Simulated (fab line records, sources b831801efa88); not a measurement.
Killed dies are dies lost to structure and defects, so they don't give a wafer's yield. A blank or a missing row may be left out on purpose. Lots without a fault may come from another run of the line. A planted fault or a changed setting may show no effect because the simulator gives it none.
Which tool did it? | flow sky130 | 6 lots, 18 wafers sampled, at 3 steps of a route of 708

WHAT THE GAUGES READ, wafer by wafer
SKY_LDD_HVN_TW_MEAS_10.
lot  | measured     | on            | LDD_HVN_TW
L578 | day 21 04:40 | film_metro-01 | 1473 1473 1470
L583 | day 23 07:35 | film_metro-02 | 1426 1428 1423
L585 | day 23 10:19 | film_metro-02 | 1424 1423 1420
L589 | day 25 11:04 | film_metro-04 | 1216 1207 1209 1208 1213 1215
L595 | day 27 09:35 | film_metro-02 | 1235 1240 1235 1235 1240 1229
L599 | day 28 07:19 | film_metro-01 | 1470 1468 1475

WHICH TOOL RAN EACH LOT (tool, then ch and the chambers of the sampled wafers, then the start)
lot  | SKY_POLY_GATE_STRIP_18               | SKY_LDD_HVN_IMPLANT_08
L578 | plasma_asher-04 ch 0,1, day 17 04:59 | implanter-04 ch 0, day 21 04:25
L583 | plasma_asher-03 ch 0,1, day 19 08:37 | implanter-04 ch 0, day 23 07:22
L585 | plasma_asher-03 ch 0,1, day 19 12:41 | implanter-04 ch 0, day 23 10:04
L589 | plasma_asher-02 ch 0,1, day 21 13:34 | implanter-01 ch 0, day 25 10:49
L595 | plasma_asher-04 ch 0,1, day 23 14:15 | implanter-01 ch 0, day 27 09:21
L599 | plasma_asher-04 ch 0,1, day 24 13:06 | implanter-02 ch 0, day 28 07:04
- SKY_POLY_GATE_STRIP_18: strips in O2/N2.
- SKY_LDD_HVN_IMPLANT_08

THE ANSWER, worked out from the rows above alone
Rule: what is usual is taken from the lots themselves. Put in order of their means at a reading, lots are off if they are a third of the lots or fewer, leave a main group of 4 or more, and stand apart from it by a gap of 3 or more times the standard deviation of the main group's means; of several such gaps the widest counts. A main group whose means are all the same, to the digits that the tables above print for the reading, isn't used. A lot without any number at a reading at which 4 lots or more have one is off too. The other lots that the step has rows for count as sound.
Off: L589, L595, at SKY_LDD_HVN_TW_MEAS_10 (LDD_HVN_TW). The main group: mean 1448, standard deviation 24.
A tool fits if, at a process step before that reading, it ran every lot that is off, and no sound lot after the first of them. The gauges at SKY_LDD_HVN_TW_MEAS_10 are tried like those tools. One fits: implanter-01 at SKY_LDD_HVN_IMPLANT_08. It ran no sound lot before its first lot that is off in this sample, so the start can't be narrowed down.

WHAT THE SIMULATOR HAD PUT IN
Process parameter drift: implanter-01, from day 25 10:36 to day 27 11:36, at SKY_LDD_HVN_IMPLANT_08. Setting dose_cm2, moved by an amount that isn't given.
Lots struck among those shown: L589, L595. The rule above found the same.
